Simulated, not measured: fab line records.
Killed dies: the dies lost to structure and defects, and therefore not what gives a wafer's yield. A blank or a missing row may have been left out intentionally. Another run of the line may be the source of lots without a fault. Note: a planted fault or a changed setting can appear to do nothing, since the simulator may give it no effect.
Commonality check across tools	flow sky130	Lots sampled 12, wafers sampled 36

THE REASON FOR OPENING IT
Of 12 lots, 2 have the reading VT_ADJUST_NCORE_TW flagged at SKY_VT_ADJUST_NCORE_TW_MEAS_11. Fault-free wafers read 220.0, with a standard deviation of 1.2.
Rule: a lot is flagged in two cases, either no wafer of it has a number, or all its wafers with numbers fall more than 4 standard deviations from that mean. The other lots count as sound.

lot	measured	on	VT_ADJUST_NCORE_TW, wafer by wafer	flag
L111	day 8 11:17	film_metro-04	219.4 221.1 219.4	
L112	day 8 22:43	film_metro-03	217.8 218.9 218.1	
L113	day 9 00:04	film_metro-02	219.8 220.9 221.3	
L114	day 9 06:40	film_metro-04	220.9 221.5 220.3	
L115	day 9 16:50	film_metro-02	220.8 220.9 222.2	
L116	day 10 06:52	film_metro-04	221.0 219.8 220.5	
L117	day 10 20:11	film_metro-02	219.2 220.6 220.5	
L123	day 12 07:07	film_metro-04	220.2 221.8 221.6	
L126	day 12 22:58	film_metro-04	220.9 221.6 222.7	
L127	day 13 01:37	film_metro-03	225.3 226.8 224.8	FLAGGED
L128	day 13 17:22	film_metro-04	226.0 224.9 225.3	FLAGGED
L134	day 15 15:10	film_metro-02	218.3 217.8 218.2	
The numbers of the flagged lots are 225.5 on average: +5.5 against the usual, or +5 standard deviations.

WHICH TOOL EACH LOT WENT THROUGH
The record holds 1 process step before the reading, out of a route of 708 steps. Cell contents, in order: the tool; ch with the chambers the sampled wafers went through; the start.
lot	flag	SKY_VT_ADJUST_NCORE_IMPLANT_09
L111		implanter-01 ch 0, day 8 11:02
L112		implanter-01 ch 0, day 8 22:28
L113		implanter-01 ch 0, day 8 23:49
L114		implanter-03 ch 0, day 9 06:25
L115		implanter-01 ch 0, day 9 16:37
L116		implanter-02 ch 0, day 10 06:37
L117		implanter-02 ch 0, day 10 19:56
L123		implanter-03 ch 0, day 12 06:52
L126		implanter-02 ch 0, day 12 22:43
L127	FLAGGED	implanter-03 ch 0, day 13 01:22
L128	FLAGGED	implanter-03 ch 0, day 13 17:08
L134		implanter-02 ch 0, day 15 14:56
What is done by these steps:
- SKY_VT_ADJUST_NCORE_IMPLANT_09
- SKY_VT_ADJUST_NCORE_TW_MEAS_11

FLAGGED AGAINST TOTAL, ONE TOOL AT A TIME (gauges that did the reading follow at the end)
step	tool	lots run	flagged	share of the flagged lots	sound lots run after its first flagged lot
SKY_VT_ADJUST_NCORE_IMPLANT_09	implanter-01	4	0	none	-
SKY_VT_ADJUST_NCORE_IMPLANT_09	implanter-02	4	0	none	-
SKY_VT_ADJUST_NCORE_IMPLANT_09	implanter-03	4	2	all	0
SKY_VT_ADJUST_NCORE_TW_MEAS_11	film_metro-02	4	0	none	-
SKY_VT_ADJUST_NCORE_TW_MEAS_11	film_metro-03	2	1	some	0
SKY_VT_ADJUST_NCORE_TW_MEAS_11	film_metro-04	6	1	some	0

WHAT IS ALLOWED BY THE TABLE
1 row of the table ran every flagged lot: implanter-03 at SKY_VT_ADJUST_NCORE_IMPLANT_09.
- implanter-03 at SKY_VT_ADJUST_NCORE_IMPLANT_09 ran 4 lots, 2 of them flagged. It ran its last sound lot, L123, at day 12 06:52 and its first flagged lot, L127, at day 13 01:22: a fault with its onset between the two fits. Its own readings (dose_ions_cm2, faraday_current_uA) fall more than 4 standard deviations out on all wafers of the flagged lots.
Just one tool remains: implanter-03 at SKY_VT_ADJUST_NCORE_IMPLANT_09.

WHAT HAD BEEN PUT IN BY THE SIMULATOR
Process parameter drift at SKY_VT_ADJUST_NCORE_IMPLANT_09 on implanter-03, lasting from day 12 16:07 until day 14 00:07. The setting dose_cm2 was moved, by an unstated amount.
Struck lots among those shown: L127, L128. The same result came from the rule above.
